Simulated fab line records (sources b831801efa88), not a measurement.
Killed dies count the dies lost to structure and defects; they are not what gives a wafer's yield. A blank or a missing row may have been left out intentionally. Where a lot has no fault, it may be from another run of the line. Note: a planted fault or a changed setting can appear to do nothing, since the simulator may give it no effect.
What tool caused it?    flow sky130    Sampling: 12 lots, 36 wafers, 2 of 708 route steps

== WHAT THE GAUGES SHOWED, per wafer ==
SKY_SD_P_CD_MEAS_07 targets a cd of 380 nm. Usual: cd nm at 380.7 nm, with a standard deviation of 2.5.
lot   measured      on         cd nm (nm)         flag
L948  day 25 10:50  cd sem-02  386.1 383.6 384.4  
L949  day 26 01:25  cd sem-02  381.4 380.2 383.4  
L950  day 26 08:59  cd sem-01  378.0 377.9 377.6  
L951  day 26 20:05  cd sem-01  378.1 380.5 379.3  
L961  day 30 04:17  cd sem-02  384.3 385.2 385.3  
L963  day 31 03:11  cd sem-02  378.6 378.1 379.3  
L964  day 31 07:41  cd sem-01  379.7 380.6 379.9  
L966  day 31 15:21  cd sem-01  379.2 378.8 381.2  
L967  day 32 05:18  cd sem-02  379.0 382.7 382.0  
L969  day 32 13:47  cd sem-02  383.4 385.0 384.9  
L968  day 32 17:59  cd sem-01  381.7 380.1 377.7  
L970  day 33 05:41  cd sem-01  383.3 380.3 384.0  

SKY_SD_N_CD_MEAS_07 targets a cd of 380 nm. Usual: cd nm at 380.2 nm, with a standard deviation of 2.6.
lot   measured      on         cd nm (nm)         flag
L948  day 27 21:33  cd sem-02  380.5 377.7 382.3  
L949  day 28 10:30  cd sem-01  383.9 381.6 383.1  
L950  day 28 19:08  cd sem-02  382.6 382.1 382.0  
L951  day 29 05:32  cd sem-02  382.2 379.7 380.1  
L961  day 32 11:53  cd sem-02  383.5 382.4 384.2  
L963  day 33 10:26  cd sem-02  378.1 376.9 379.2  
L964  day 33 14:10  cd sem-01  383.9 381.6 383.0  
L966  day 33 21:39  cd sem-02  383.5 383.5 383.5  
L967  day 34 10:33  cd sem-02  378.3 377.8 378.8  
L969  day 34 18:32  cd sem-02  377.7 376.0 377.1  
L968  day 34 23:01  cd sem-02  376.7 375.5 375.4  
L970  day 35 10:11  cd sem-01  381.3 379.3 379.3  

== EACH LOT AND THE TOOL THAT RAN IT (in order: tool; ch and the chambers of the sampled wafers; start) ==
There is no process step in the record ahead of these readings.

== AS READ BY THE TOOLS THEMSELVES (means over the sampled wafers that have a number; for cases with no such wafer, the mark the record gives instead) ==
The record holds no such reading with a usual standard deviation.

== THE ANSWER, worked out from the rows above alone ==
Rule: take the mean of a lot's wafers that have a number; if it is more than 3 standard deviations from the usual mean, the lot is off. Also off: a lot with no number at a reading for which 4 or more lots have one. The other lots that the step has rows for count as sound. After the gauges, taken in route order, come the tools' own readings; for these a lot's mean is taken, as printed above. The first step at which some lot is off is used, and at that step the reading that is off furthest; a lot without a number counts as furthest.
None of the lots is off at any reading shown; this tells nothing.

== WHAT THE SIMULATOR PUT IN ==
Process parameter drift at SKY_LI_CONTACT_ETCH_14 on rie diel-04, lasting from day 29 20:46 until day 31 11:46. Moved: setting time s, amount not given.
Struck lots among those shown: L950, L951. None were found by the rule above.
